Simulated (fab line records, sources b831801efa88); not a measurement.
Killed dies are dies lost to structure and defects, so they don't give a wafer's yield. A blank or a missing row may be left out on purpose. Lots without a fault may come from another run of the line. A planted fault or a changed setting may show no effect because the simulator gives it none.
Split-lot experiment | flow gf180mcu | 5 lots, 23 wafers read, on a route of 602 steps

THE SPLIT
At GF_M3_SPUTTER_00 (material Ti, target thk 37.5 nm, time 150 s), the setting power_w was moved away from the recipe's 4000 W on 8 of the 23 wafers read, by -12.0% to +8.5%. The other wafers ran this setting at the recipe's value.

The reading is taken at the split's own step.

THE READING
Ti_of_M3_SPUTTER_00.thk_nm (the simulator's own value, which no gauge read), in nm, at GF_M3_SPUTTER_00 (material Ti, target thk 37.5 nm, time 150 s). The file gives no usual value for it. The 15 wafers here that ran the recipe average 37.28 nm, standard deviation 0.67 nm.

wafer  | tool, chamber at the split | power_w as run, W | against the recipe | Ti_of_M3_SPUTTER_00.thk_nm, nm | against lot-mates on the recipe
L077.4 | pvd_sputter-02, -          | 4000              | recipe             | 38.01                          | -
L077.5 | pvd_sputter-02, -          | 4000              | recipe             | 38.44                          | -
L077.6 | pvd_sputter-02, -          | 4000              | recipe             | 37.5                           | -
L081.1 | pvd_sputter-03, -          | 4000              | recipe             | 36.85                          | -
L081.2 | pvd_sputter-03, -          | 4000              | recipe             | 36.67                          | -
L081.3 | pvd_sputter-03, -          | 4000              | recipe             | 36.35                          | -
L081.5 | pvd_sputter-03, -          | 4000              | recipe             | 36.98                          | -
L081.6 | pvd_sputter-03, -          | 4000              | recipe             | 35.95                          | -
L080.1 | pvd_sputter-01, -          | 4000              | recipe             | 38                             | -
L080.2 | pvd_sputter-01, -          | 4000              | recipe             | 37.82                          | -
L080.3 | pvd_sputter-01, -          | 4137              | +3.4%              | 39.33                          | +1.42
L080.4 | pvd_sputter-01, -          | 4137              | +3.4%              | 38.99                          | +1.08
L080.6 | pvd_sputter-01, -          | 4000              | recipe             | 37.91                          | -
L083.1 | pvd_sputter-02, -          | 3522              | -12.0%             | 33.27                          | -4.12
L083.2 | pvd_sputter-02, -          | 4000              | recipe             | 37.45                          | -
L083.3 | pvd_sputter-02, -          | 3522              | -12.0%             | 32.61                          | -4.78
L083.4 | pvd_sputter-02, -          | 4000              | recipe             | 37.32                          | -
L083.5 | pvd_sputter-02, -          | 3522              | -12.0%             | 32.36                          | -5.03
L084.1 | pvd_sputter-01, -          | 4000              | recipe             | 36.81                          | -
L084.2 | pvd_sputter-01, -          | 4339              | +8.5%              | 40.28                          | +3.28
L084.3 | pvd_sputter-01, -          | 4339              | +8.5%              | 40.44                          | +3.44
L084.4 | pvd_sputter-01, -          | 4339              | +8.5%              | 40.13                          | +3.13
L084.5 | pvd_sputter-01, -          | 4000              | recipe             | 37.18                          | -

THE FIT
A straight line over all 23 wafers: Ti_of_M3_SPUTTER_00.thk_nm changes by +0.377 nm for each +1% of power_w; r = +0.96; the points scatter about the line by 0.62 nm.
The same after taking each lot's own level away (the mean of its wafers on the recipe; 23 wafers): +0.387 nm for each +1%; r = +0.99; scatter 0.29 nm.
On that fit, the largest move of power_w shifts the reading by 4.6 nm.
The lots' own levels span 36.560 to 37.983 nm, that is 2.1 times the standard deviation above.
So the lot-to-lot level changes the slope little: the two slopes agree.
Check: with one of the wafers moved furthest among these (-12.0%) left out of the fit, the line predicts -4.81 nm for it against its lot-mates. It came out at -4.12 nm against them.

OTHER SPLITS ON THESE WAFERS
These wafers also went through other splits before the reading. Each is held against what the fit with the lots' levels taken away leaves over:
other split on the same wafers   | wafers away from the commonest value | r with Ti_of_M3_SPUTTER_00.thk_nm (lot level and that fit taken away)
GF_PSD_DEVELOP_06 develop_time_s | 6                                    | +0.07
GF_SAB_ETCH_11 time_s            | 8                                    | -0.26
GF_SALICIDE_SPUTTER_02 time_s    | 8                                    | -0.04
GF_M1_COAT_09 resist_thk_nm      | 4                                    | +0.05
GF_M1_STRIP_17 power_w           | 10                                   | -0.05
GF_V1_PEB_12 peb_time_s          | 8                                    | +0.01
GF_V1_SPUTTER_21 power_w         | 11                                   | -0.21
GF_M2_EXPOSE_11 dose_mj          | 10                                   | -0.08
GF_V2_SPUTTER_22 time_s          | 9                                    | -0.26

THE FILE'S OWN FIT
Ti_of_M3_SPUTTER_00.thk_nm changes by +0.387 nm for each +1% of power_w, r = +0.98.
